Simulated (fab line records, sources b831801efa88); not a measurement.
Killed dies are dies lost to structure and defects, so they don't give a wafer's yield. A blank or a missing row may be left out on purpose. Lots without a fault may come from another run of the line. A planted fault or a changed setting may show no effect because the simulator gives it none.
Which tool did it? | flow gf180mcu | 12 lots, 36 wafers sampled, at 2 steps of a route of 602

WHAT THE GAUGES READ, wafer by wafer
GF_V1_RS_MEAS_24: measures by four-point-probe.
lot  | measured     | on            | V1_W_RS (ohm/sq)
L917 | day 19 00:17 | film_metro-04 | 0.332 0.337 0.326
L919 | day 19 19:30 | film_metro-01 | 0.328 0.328 0.330
L918 | day 19 22:12 | film_metro-02 | 0.327 0.325 0.325
L922 | day 21 06:10 | film_metro-01 | 0.330 0.326 0.334
L924 | day 21 15:11 | film_metro-02 | 0.323 0.324 0.328
L923 | day 21 18:52 | film_metro-01 | 0.326 0.338 0.329
L925 | day 22 04:13 | film_metro-02 | 0.333 0.323 0.329
L926 | day 22 11:17 | film_metro-04 | 0.328 0.329 0.328
L933 | day 24 12:33 | film_metro-02 | 0.328 0.334 0.331
L935 | day 25 01:33 | film_metro-04 | 0.321 0.323 0.326
L937 | day 25 16:15 | film_metro-01 | 0.325 0.328 0.328
L938 | day 26 04:20 | film_metro-01 | 0.325 0.328 0.326

WHICH TOOL RAN EACH LOT (tool, then ch and the chambers of the sampled wafers, then the start)
lot  | GF_V1_SPUTTER_21
L917 | pvd_sputter-04, day 19 00:03
L919 | pvd_sputter-03, day 19 19:17
L918 | pvd_sputter-01, day 19 21:59
L922 | pvd_sputter-01, day 21 05:56
L924 | pvd_sputter-04, day 21 14:59
L923 | pvd_sputter-03, day 21 18:38
L925 | pvd_sputter-04, day 22 04:01
L926 | pvd_sputter-04, day 22 11:05
L933 | pvd_sputter-03, day 24 12:18
L935 | pvd_sputter-04, day 25 01:20
L937 | pvd_sputter-04, day 25 16:02
L938 | pvd_sputter-04, day 26 04:07
- GF_V1_SPUTTER_21: material Ti, target thk 15 nm, time 80.02 s.

WHAT THE TOOLS THEMSELVES READ (means of the sampled wafers that have a number; where no wafer has one, the mark that the record gives instead)
GF_V1_SPUTTER_21.
lot  | tool           | cathode_dc_power_W (W) | chamber_pressure_pa (Pa) | substrate_temp_c (C) | throttle_valve_pct (%)
L917 | pvd_sputter-04 | 2500.1                 | 4.997                    | 199.96               | 31.1
L919 | pvd_sputter-03 | 2500.1                 | 4.996                    | 200.08               | 29.3
L918 | pvd_sputter-01 | 2500.1                 | 5.004                    | 200.00               | 29.9
L922 | pvd_sputter-01 | 2500.3                 | 4.996                    | 200.10               | 29.3
L924 | pvd_sputter-04 | 2500.3                 | 4.993                    | 199.89               | 29.4
L923 | pvd_sputter-03 | 2499.6                 | 5.003                    | 200.06               | 30.2
L925 | pvd_sputter-04 | 2500.0                 | 4.997                    | 200.00               | 30.7
L926 | pvd_sputter-04 | 2499.8                 | 5.001                    | 199.91               | 29.9
L933 | pvd_sputter-03 | 2499.8                 | 4.998                    | 199.96               | 29.8
L935 | pvd_sputter-04 | 2499.7                 | 4.998                    | 200.04               | 30.0
L937 | pvd_sputter-04 | 2500.1                 | 5.004                    | 200.15               | 30.1
L938 | pvd_sputter-04 | 2499.8                 | 5.000                    | 199.94               | 30.1

THE ANSWER, worked out from the rows above alone
Rule: what is usual is taken from the lots themselves. Put in order of their means at a reading, lots are off if they are a third of the lots or fewer, leave a main group of 4 or more, and stand apart from it by a gap of 3 or more times the standard deviation of the main group's means; of several such gaps the widest counts. A main group whose means are all the same, to the digits that the tables above print for the reading, isn't used. A lot without any number at a reading at which 4 lots or more have one is off too. The other lots that the step has rows for count as sound. The gauges are gone through in route order, then the tools' own readings, and for those a lot's mean is taken as printed above. The first step at which some lot is off is used, and at that step the reading that is off furthest; a lot without a number counts as furthest.
No lot is off at any reading shown: from this, nothing can be told.

WHAT THE SIMULATOR HAD PUT IN
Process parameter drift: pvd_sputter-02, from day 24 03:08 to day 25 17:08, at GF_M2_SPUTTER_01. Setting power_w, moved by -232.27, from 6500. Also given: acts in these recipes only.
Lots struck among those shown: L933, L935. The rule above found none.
